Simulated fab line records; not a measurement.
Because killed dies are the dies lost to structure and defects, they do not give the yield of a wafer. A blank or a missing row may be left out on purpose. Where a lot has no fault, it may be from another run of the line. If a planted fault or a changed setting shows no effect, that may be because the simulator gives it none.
Matching of chambers :: flow sky130 :: cmp-01 running SKY_VIA3_CMP_24: 4 sister chambers
The step polishes, stops on SiO2, t overpolish 20 s, target thk 0 nm. 4 wafers are shown with their chamber, then 7 later ones without.

## WAFERS, EACH WITH ITS CHAMBER
wafer: L239.2
chamber: 2
motor_current_A (A): 12.6

wafer: L239.6
chamber: 0
motor_current_A (A): 13.0

wafer: L241.2
chamber: 1
motor_current_A (A): 9.9

wafer: L241.4
chamber: 3
motor_current_A (A): 9.8

## WAFERS WHOSE CHAMBER IS MISSING
wafer: L241.5
motor_current_A (A): 11.3

wafer: L255.1
motor_current_A (A): 10.6

wafer: L255.2
motor_current_A (A): 9.1

wafer: L255.6
motor_current_A (A): 9.7

wafer: L256.3
motor_current_A (A): 10.4

wafer: L256.5
motor_current_A (A): 10.0

wafer: L256.6
motor_current_A (A): 11.7

## THE CHAMBER EACH PASSED THROUGH
wafer: L241.5
from the rows above: can't be placed: 2 or 1 or 3 or 0
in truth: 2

wafer: L255.1
from the rows above: can't be placed: 1 or 3 or 2
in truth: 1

wafer: L255.2
from the rows above: can't be placed: 3 or 1
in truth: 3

wafer: L255.6
from the rows above: can't be placed: 3 or 1
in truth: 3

wafer: L256.3
from the rows above: can't be placed: 1 or 3
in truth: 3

wafer: L256.5
from the rows above: can't be placed: 1 or 3
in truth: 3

wafer: L256.6
from the rows above: can't be placed: 2 or 0 or 1 or 3
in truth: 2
0 of 7 placed correctly. Cannot be placed on the basis of these rows: 7; the candidates contain the true chamber in 7. Number placed wrongly: 0.
How it was worked out, from the rows above alone: a wafer's distance from a chamber is the root of the sum, over the readings, of the square of ((its reading less the chamber's mean) divided by the reading's scatter). If the next closest chamber is less than 2 further off than the closest, the wafer can't be placed; otherwise it belongs to the closest. Each chamber's mean is taken over the wafers shown for it. The scatter (one wafer shown for each chamber): square how far every hidden wafer sits from the nearest shown wafer, average those squares and take the square root.
